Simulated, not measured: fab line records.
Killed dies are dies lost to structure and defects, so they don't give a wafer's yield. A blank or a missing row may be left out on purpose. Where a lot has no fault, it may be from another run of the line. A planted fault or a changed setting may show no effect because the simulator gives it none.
A lot that was struck, set against a sound lot || flow sky130 || 15 steps out of a route of 708
Sound: the wafers L374.1, L374.5, L374.6. The struck wafers were L388.3, L388.4, L388.6. The cause is named last.
Each step with rows lists, per side, the tool, then ch with its chambers, then its first start. Under that, the readings that differ: sound wafers || struck wafers || difference of the means || sigmas: that difference in standard deviations of wafers without a fault.
alike: words and numbers the same on both sides, and readings whose means are apart by under 2 such deviations; not compared: readings that were withheld, readings missing a value for some wafer, numbers with overlapping values and no deviation given by the record, and bounds like >300 which may hide the same value.
The two part at a step that has a row with sigmas, a row that says differs or no value, or rows on one side only. Non-overlapping numbers with no deviation appear without sigmas and do not part them. A reading missing from all wafers of one side parts the sides only when that side holds two or more wafers.

first, 5 steps without rows for these wafers: SKY_PWDE_COAT_02 (resist thk 3000 nm); SKY_PWDE_SOFTBAKE_03; SKY_PWDE_EXPOSE_04 (exposes mask PWDEM, target cd 840 nm); SKY_PWDE_PEB_05; SKY_PWDE_DEVELOP_06 (develop time 60 s).
SKY_PWDE_OVL_MEAS_07:
  struck on overlay-02, day 7 14:08; sound on overlay-01, day 4 10:52
  alike: PWDE_OVL
next, for these wafers, 1 step has no rows: SKY_PWDE_IMPLANT_08.
SKY_PWDE_STRIP_09: strips in O2/N2.
  sound on plasma_asher-01 ch 0,1, day 4 11:03; struck on plasma_asher-03 ch 0,1, day 7 14:21
  alike: drypump_motor_current_A, oes_product_au, strip_time_to_endpoint_s
  not compared: rf_hours_counter_h
SKY_PWDE_TW_MEAS_10:
  struck on film_metro-04, day 7 14:26; sound on film_metro-02, day 4 11:09
  alike: PWDE_TW
then, 3 steps without rows for these wafers: SKY_NWELL_DEHYDRATE_03 (time 60 s); SKY_NWELL_HMDS_04 (prime time 60 s); SKY_NWELL_COAT_05 (resist thk 3000 nm).
SKY_NWELL_SOFTBAKE_06:
  sound on litho_track-01 ch 0, day 4 19:25; struck on litho_track-04 ch 0, day 8 00:23
{"reading": "heater_power_total_W (W)", "sound": "65.15 65.27 65.43", "struck": "65.95 65.97 66.25", "difference": "+0.77", "sigmas": "+6"}
{"reading": "plate_temp_C (C)", "sound": "110.01 109.99 109.97", "struck": "111.28 111.30 111.39", "difference": "+1.33", "sigmas": "+9"}
  alike: resist_line_temp_C
then, 2 steps without rows for these wafers: SKY_NWELL_EXPOSE_07 (exposes mask NWM, target cd 840 nm); SKY_PAD_OPEN_PROBE_99.

## WHERE THEY PART
SKY_NWELL_SOFTBAKE_06 only, going by this record.

WHY: whatever the simulator had introduced
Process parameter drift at SKY_NWELL_SOFTBAKE_06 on litho_track-04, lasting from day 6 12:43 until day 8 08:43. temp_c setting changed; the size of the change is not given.
